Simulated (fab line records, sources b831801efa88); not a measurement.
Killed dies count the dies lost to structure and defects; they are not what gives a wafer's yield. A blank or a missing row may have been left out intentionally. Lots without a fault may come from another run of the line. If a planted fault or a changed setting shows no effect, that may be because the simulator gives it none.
Which tool is to blame? / flow gf180mcu / Sampling: 13 lots, 39 wafers, 4 of 602 route steps

== WHAT EACH GAUGE READ, for each wafer ==
GF_STI_CD_MEAS_12: target cd 220 nm. Usual: cd-nm at 220.6 nm, with a standard deviation of 1.2.
lot=L559; measured=day 2 06:11; on=cd-sem-02; cd-nm (nm)=222.2 221.4 221.8; flag=
lot=L560; measured=day 2 13:44; on=cd-sem-01; cd-nm (nm)=219.9 219.4 218.8; flag=
lot=L561; measured=day 2 16:28; on=cd-sem-02; cd-nm (nm)=220.0 220.8 220.4; flag=
lot=L562; measured=day 2 22:04; on=cd-sem-02; cd-nm (nm)=217.6 218.5 219.0; flag=
lot=L563; measured=day 3 06:16; on=cd-sem-01; cd-nm (nm)=220.5 220.8 220.7; flag=
lot=L564; measured=day 3 13:25; on=cd-sem-02; cd-nm (nm)=220.9 221.1 220.7; flag=
lot=L565; measured=day 3 13:58; on=cd-sem-01; cd-nm (nm)=223.1 221.9 222.4; flag=
lot=L568; measured=day 4 03:38; on=cd-sem-01; cd-nm (nm)=221.3 220.9 221.3; flag=
lot=L569; measured=day 4 10:20; on=cd-sem-02; cd-nm (nm)=219.6 220.1 218.4; flag=
lot=L570; measured=day 4 17:22; on=cd-sem-01; cd-nm (nm)=220.1 220.1 221.2; flag=
lot=L572; measured=day 5 01:17; on=cd-sem-01; cd-nm (nm)=220.3 218.3 219.1; flag=
lot=L573; measured=day 5 07:34; on=cd-sem-02; cd-nm (nm)=221.3 219.1 220.5; flag=
lot=L579; measured=day 6 13:57; on=cd-sem-01; cd-nm (nm)=178.7 179.6 178.2; flag=OFF

GF_NWELL_OVL_MEAS_07. Usual: NWELL_OVL gives 1.0 nm (standard deviation 1.2).
lot=L559; measured=day 3 18:56; on=overlay-01; NWELL_OVL (nm)=-2.0 0.8 1.1; flag=
lot=L560; measured=day 4 06:10; on=overlay-02; NWELL_OVL (nm)=3.1 2.9 1.9; flag=
lot=L561; measured=day 4 06:08; on=overlay-01; NWELL_OVL (nm)=1.2 0.7 1.5; flag=
lot=L562; measured=day 4 09:22; on=overlay-01; NWELL_OVL (nm)=0.1 0.7 -0.9; flag=
lot=L563; measured=day 4 13:58; on=overlay-01; NWELL_OVL (nm)=0.0 1.2 0.8; flag=
lot=L564; measured=day 4 23:07; on=overlay-02; NWELL_OVL (nm)=-0.4 0.4 0.6; flag=
lot=L565; measured=day 5 05:29; on=overlay-01; NWELL_OVL (nm)=1.0 0.2 0.8; flag=
lot=L568; measured=day 5 12:46; on=overlay-02; NWELL_OVL (nm)=2.0 2.7 1.5; flag=
lot=L569; measured=day 5 20:31; on=overlay-01; NWELL_OVL (nm)=-0.8 1.1 1.9; flag=
lot=L570; measured=day 6 04:32; on=overlay-01; NWELL_OVL (nm)=3.5 -0.5 0.7; flag=
lot=L572; measured=day 6 12:50; on=overlay-02; NWELL_OVL (nm)=0.9 1.6 0.8; flag=
lot=L573; measured=day 6 18:38; on=overlay-01; NWELL_OVL (nm)=1.3 1.0 1.8; flag=

GF_LVPWELL_OVL_MEAS_07. Usual: LVPWELL_OVL gives -0.3 nm (standard deviation 1.3).
lot=L559; measured=day 4 08:25; on=overlay-02; LVPWELL_OVL (nm)=0.8 1.0 -3.3; flag=
lot=L560; measured=day 4 19:58; on=overlay-02; LVPWELL_OVL (nm)=-0.2 -0.9 -2.4; flag=
lot=L561; measured=day 4 19:37; on=overlay-01; LVPWELL_OVL (nm)=-0.3 -0.1 -0.1; flag=
lot=L562; measured=day 4 23:43; on=overlay-02; LVPWELL_OVL (nm)=-0.5 2.9 0.9; flag=
lot=L563; measured=day 5 04:10; on=overlay-01; LVPWELL_OVL (nm)=-1.2 0.8 -1.1; flag=
lot=L564; measured=day 5 14:07; on=overlay-02; LVPWELL_OVL (nm)=1.8 2.8 2.8; flag=
lot=L565; measured=day 5 21:19; on=overlay-01; LVPWELL_OVL (nm)=-1.3 0.1 0.1; flag=
lot=L568; measured=day 6 04:31; on=overlay-02; LVPWELL_OVL (nm)=1.1 0.6 -0.1; flag=
lot=L569; measured=day 6 11:31; on=overlay-02; LVPWELL_OVL (nm)=-1.2 0.0 -1.9; flag=
lot=L570; measured=day 6 19:43; on=overlay-02; LVPWELL_OVL (nm)=0.5 -1.5 -0.9; flag=
lot=L572; measured=day 7 05:29; on=overlay-01; LVPWELL_OVL (nm)=-0.5 0.3 0.4; flag=
lot=L573; measured=day 7 09:43; on=overlay-02; LVPWELL_OVL (nm)=0.9 -0.8 -0.5; flag=

== WHAT TOOL EACH LOT RAN ON (gives the tool, then ch and the chambers of the sampled wafers, and finally the start) ==
lot=L559; GF_STI_EXPOSE_09=krf-scanner-02 ch 0, day 2 00:05
lot=L560; GF_STI_EXPOSE_09=krf-scanner-01 ch 0, day 2 07:37
lot=L561; GF_STI_EXPOSE_09=krf-scanner-01 ch 0, day 2 10:52
lot=L562; GF_STI_EXPOSE_09=krf-scanner-02 ch 0, day 2 15:56
lot=L563; GF_STI_EXPOSE_09=krf-scanner-02 ch 0, day 3 00:52
lot=L564; GF_STI_EXPOSE_09=krf-scanner-02 ch 0, day 3 07:13
lot=L565; GF_STI_EXPOSE_09=krf-scanner-01 ch 0, day 3 07:27
lot=L568; GF_STI_EXPOSE_09=krf-scanner-02 ch 0, day 3 21:44
lot=L569; GF_STI_EXPOSE_09=krf-scanner-01 ch 0, day 4 03:28
lot=L570; GF_STI_EXPOSE_09=krf-scanner-02 ch 0, day 4 10:59
lot=L572; GF_STI_EXPOSE_09=krf-scanner-02 ch 0, day 4 19:00
lot=L573; GF_STI_EXPOSE_09=krf-scanner-01 ch 0, day 4 23:59
lot=L579; GF_STI_EXPOSE_09=krf-scanner-02 ch 0, day 6 06:49
- GF_STI_EXPOSE_09: exposes mask COMP, target cd 220 nm.

== WHAT THE TOOLS THEMSELVES READ (means of the sampled wafers that have a number; where no wafer has one, the mark that the record gives instead) ==
GF_STI_EXPOSE_09. Usual: focus-offset-nm at -0.1 nm, with a standard deviation of 0.54.
lot=L559; tool=krf-scanner-02; focus-offset-nm (nm)=0.1; flag=
lot=L560; tool=krf-scanner-01; focus-offset-nm (nm)=0.4; flag=
lot=L561; tool=krf-scanner-01; focus-offset-nm (nm)=0.4; flag=
lot=L562; tool=krf-scanner-02; focus-offset-nm (nm)=-0.1; flag=
lot=L563; tool=krf-scanner-02; focus-offset-nm (nm)=0.0; flag=
lot=L564; tool=krf-scanner-02; focus-offset-nm (nm)=-0.2; flag=
lot=L565; tool=krf-scanner-01; focus-offset-nm (nm)=-0.1; flag=
lot=L568; tool=krf-scanner-02; focus-offset-nm (nm)=-0.2; flag=
lot=L569; tool=krf-scanner-01; focus-offset-nm (nm)=0.7; flag=
lot=L570; tool=krf-scanner-02; focus-offset-nm (nm)=-0.4; flag=
lot=L572; tool=krf-scanner-02; focus-offset-nm (nm)=0.4; flag=
lot=L573; tool=krf-scanner-01; focus-offset-nm (nm)=0.2; flag=
lot=L579; tool=krf-scanner-02; focus-offset-nm (nm)=0.1; flag=

== THE ANSWER, worked out from the rows above alone ==
Rule: a lot is off if the mean of its wafers that have a number lies more than 3 standard deviations from the usual mean. A lot without any number at a reading at which 4 lots or more have one is off too. Where the step has rows for the other lots, those lots are counted as sound. The gauges are gone through in route order, then the tools' own readings, and for those a lot's mean is taken as printed above. At the first step where some lot is off, the reading lying furthest off is the one used; lots without a number count as furthest.
Off, at GF_STI_CD_MEAS_12 on cd-nm: L579.
A tool fits if, at a process step before that reading, it ran every lot that is off, and no sound lot after the first of them. Gauges at GF_STI_CD_MEAS_12: tried the same way as those tools. This does not decide it: 2 tools fit, namely krf-scanner-02 at GF_STI_EXPOSE_09 and cd-sem-01 at GF_STI_CD_MEAS_12.

== WHAT WAS PUT IN BY THE SIMULATOR ==
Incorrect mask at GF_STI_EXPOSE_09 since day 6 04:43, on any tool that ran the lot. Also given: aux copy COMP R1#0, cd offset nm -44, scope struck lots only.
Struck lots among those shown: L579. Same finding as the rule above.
